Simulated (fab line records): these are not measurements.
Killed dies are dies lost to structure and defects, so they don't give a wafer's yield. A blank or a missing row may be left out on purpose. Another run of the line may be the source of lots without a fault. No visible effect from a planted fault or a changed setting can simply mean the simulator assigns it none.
Which tool was responsible? / flow sky130 / 12 lots, 36 wafers sampled, at 1 step of a route of 708

## WHAT THE GAUGES READ, wafer by wafer
SKY_PWDE_OVL_MEAS_07.
lot=L075; measured=day 4 02:22; on=overlay-02; PWDE_OVL (nm)=0.5 -1.4 0.3
lot=L077; measured=day 4 15:05; on=overlay-02; PWDE_OVL (nm)=-1.5 -2.2 -1.3
lot=L079; measured=day 5 04:22; on=overlay-01; PWDE_OVL (nm)=2.4 1.9 0.9
lot=L081; measured=day 5 13:07; on=overlay-02; PWDE_OVL (nm)=-0.8 -0.8 -1.3
lot=L083; measured=day 5 22:34; on=overlay-01; PWDE_OVL (nm)=0.7 -0.9 0.5
lot=L085; measured=day 6 11:13; on=overlay-02; PWDE_OVL (nm)=-1.7 -1.7 -0.7
lot=L087; measured=day 6 22:13; on=overlay-01; PWDE_OVL (nm)=1.7 1.7 0.8
lot=L089; measured=day 7 07:13; on=overlay-02; PWDE_OVL (nm)=-1.3 -1.2 0.1
lot=L091; measured=day 7 23:58; on=overlay-02; PWDE_OVL (nm)=-5.1 -2.8 -3.1
lot=L093; measured=day 8 04:40; on=overlay-01; PWDE_OVL (nm)=-1.5 0.2 -0.2
lot=L095; measured=day 8 18:16; on=overlay-01; PWDE_OVL (nm)=0.6 0.1 -1.6
lot=L097; measured=day 9 05:07; on=overlay-01; PWDE_OVL (nm)=0.9 0.3 -0.8

## EACH LOT AND THE TOOL THAT RAN IT (in order: tool; ch and the chambers of the sampled wafers; start)
The record holds no process step before these readings.

## THE ANSWER, worked out from the rows above alone
Rule: the usual values come from the lots themselves. Put in order of their means at a reading, lots are off if they are a third of the lots or fewer, leave a main group of 4 or more, and stand apart from it by a gap of 3 or more times the standard deviation of the main group's means; of several such gaps the widest counts. A main group whose means are all the same, to the digits that the tables above print for the reading, isn't used. A lot without any number at a reading at which 4 lots or more have one is off too. The other lots that the step has rows for count as sound.
Nothing can be told from this: no lot is off at any reading shown.

## WHAT WAS PUT IN BY THE SIMULATOR
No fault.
